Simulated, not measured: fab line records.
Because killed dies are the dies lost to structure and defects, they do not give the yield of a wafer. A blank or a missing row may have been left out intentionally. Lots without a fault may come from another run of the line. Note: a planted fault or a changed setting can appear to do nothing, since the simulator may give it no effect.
8D (eight disciplines) problem report, filled in by code / flow gf180mcu / the parts of the form that need people (team, actions taken, sign-off) are left out

1. THE PROBLEM
Mean MVPSD_RS at GF_VT_IMPLANT_RS_MEAS_49: 1093.0 ohm/sq over 6 wafers in 2 lots; fault-free wafers: 1169.2 ohm/sq, standard deviation 2.6. That is -29 standard deviations from the usual mean.
The step: measures by four-point-probe.
Seen first at day 10 20:24 on film metro-01, wafer L373.2. The record has a number at this step for 39 wafers belonging to 13 lots. By rule, "out" or "out of limits" means more than 4 standard deviations away from the usual mean. The rest of the wafers with a number are treated as sound.

2. WHAT IT IS AND WHAT IT IS NOT
question=which readings at this step | is=MVPSD_RS | is not=-
question=which lots | is=L373, L374 | is not=L362, L363, L364, L365, L371, L372, L377, L378, L382, L383, L384
question=which wafers of those lots | is=all that have a number | is not=-
question=read on which gauges | is=film metro-01, film metro-02 | is not=film metro-04
question=when | is=from day 10 20:24 | is not=up to then (18 sound wafers); but 15 sound wafers of L377, L378, L382, L383, L384 came after

3. SUSPECTS, AND WHAT RULES EACH OUT
Counting: a tool stays on the suspect list if, at a process step up to the reading, it processed all lots that are out and no sound lot following the first of them.
- the gauge at GF_VT_IMPLANT_RS_MEAS_49 is ruled out. The wafers that are out were read on 2 gauges (film metro-01, film metro-02).
- implanter-03 at GF_MVPSD_IMPLANT_09: kept. All lots that are out passed through it, beginning with L373 at day 7 23:01, and no sound lot followed; its final sound lot before that point was L371 at day 7 10:31. Its own readings are out on those wafers: dose ions cm2, faraday current uA.
The count leaves implanter-03 at GF_MVPSD_IMPLANT_09.

4. THE CAUSE (what the simulator had put in)
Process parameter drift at GF_MVPSD_IMPLANT_09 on implanter-03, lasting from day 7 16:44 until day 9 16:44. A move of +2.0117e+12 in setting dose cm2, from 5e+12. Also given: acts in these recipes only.
After counting, this tool was the only one left.

5. THE EFFECT CHAIN, in route order
One row per reading whose mean, taken over the struck wafers that have a number, lies over 3 standard deviations from the usual. Readings are gone through only where the record gives a usual standard deviation; hours: the median, over the lots, of the time from a lot's start at the first step in this table giving one to that lot's start at this step; sigmas: the change measured in usual standard deviations.
hours=0; step=GF_MVPSD_IMPLANT_09; reading=dose ions cm2; usual=5e+12; on struck wafers=7e+12; change=+2e+12; sigmas=+99 or more
hours=0; step=GF_MVPSD_IMPLANT_09; reading=faraday current uA; usual=28.2; on struck wafers=40.1; change=+11.9; sigmas=+20
hours=69; step=GF_VT_IMPLANT_RS_MEAS_49; reading=MVPSD_RS; usual=1169.2 ohm/sq; on struck wafers=1093.0; change=-76.2; sigmas=-29
Here are the process steps it includes:
- GF_MVPSD_IMPLANT_09
Later steps that measure or inspect, where all struck wafers having a row at the step show a number for every such reading and not one has moved that far: GF_SAB_OVL_MEAS_10.

6. HOW IT WOULD HAVE BEEN CAUGHT EARLIER
The first out-of-limits reading at a measuring or inspecting step in this record came at day 10 20:24, 76 hours after the fault's start at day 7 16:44.
At GF_MVPSD_IMPLANT_09, the tool's own readings (dose ions cm2, faraday current uA) were out on each struck wafer the step has a row for, so an alarm limit on them would have fired on the first such wafer.
Lots out: 2; all had begun GF_MVPSD_IMPLANT_09 on implanter-03 by day 10 20:24. Holding the tool at that point would not have protected any of them.
